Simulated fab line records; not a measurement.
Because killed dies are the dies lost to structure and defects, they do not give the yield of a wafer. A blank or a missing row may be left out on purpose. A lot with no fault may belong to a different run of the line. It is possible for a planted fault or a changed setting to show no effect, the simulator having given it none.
Which tool is to blame? | flow sky130 | 18 wafers from 6 lots sampled at 2 of the route's 708 steps

== WHAT EACH GAUGE READ, for each wafer ==
SKY_SD_N_RS_MEAS_16: measures by four-point-probe.
lot  | measured     | on            | SD_N_RS (ohm/sq)
L172 | day 27 23:19 | film-metro-03 | 68.54 68.36 68.39
L174 | day 29 01:29 | film-metro-04 | 68.34 68.31 68.30
L181 | day 32 09:20 | film-metro-04 | 68.44 68.43 68.53
L183 | day 32 14:02 | film-metro-01 | 68.66 68.61 68.48
L186 | day 32 17:26 | film-metro-03 | 68.54 68.36 68.46
L189 | day 33 11:48 | film-metro-04 | 68.66 68.38 68.58

== WHAT TOOL EACH LOT RAN ON (gives the tool, then ch and the chambers of the sampled wafers, and finally the start) ==
lot  | SKY_PWDE_IMPLANT_08
L172 | implanter-04 ch 0, day 4 02:57
L174 | implanter-04 ch 0, day 4 19:52
L181 | implanter-02 ch 0, day 6 05:37
L183 | implanter-03 ch 0, day 6 15:28
L186 | implanter-04 ch 0, day 7 07:51
L189 | implanter-03 ch 0, day 8 01:12
- SKY_PWDE_IMPLANT_08

== THE ANSWER, worked out from the rows above alone ==
Rule: the usual values come from the lots themselves. The widest of any qualifying gaps counts: lots, ordered by their means at a reading, are off when they make up no more than a third of the lots, leave a main group of 4 or more, and stand apart from it by 3 or more times the standard deviation of that group's means. Not used: any main group whose means are identical at the precision the tables above print for the reading. Also off: a lot with no number at a reading for which 4 or more lots have one. The other lots that the step has rows for count as sound.
No lot is off on any of the readings shown, so nothing can be concluded from this.

== WHAT THE SIMULATOR PUT IN ==
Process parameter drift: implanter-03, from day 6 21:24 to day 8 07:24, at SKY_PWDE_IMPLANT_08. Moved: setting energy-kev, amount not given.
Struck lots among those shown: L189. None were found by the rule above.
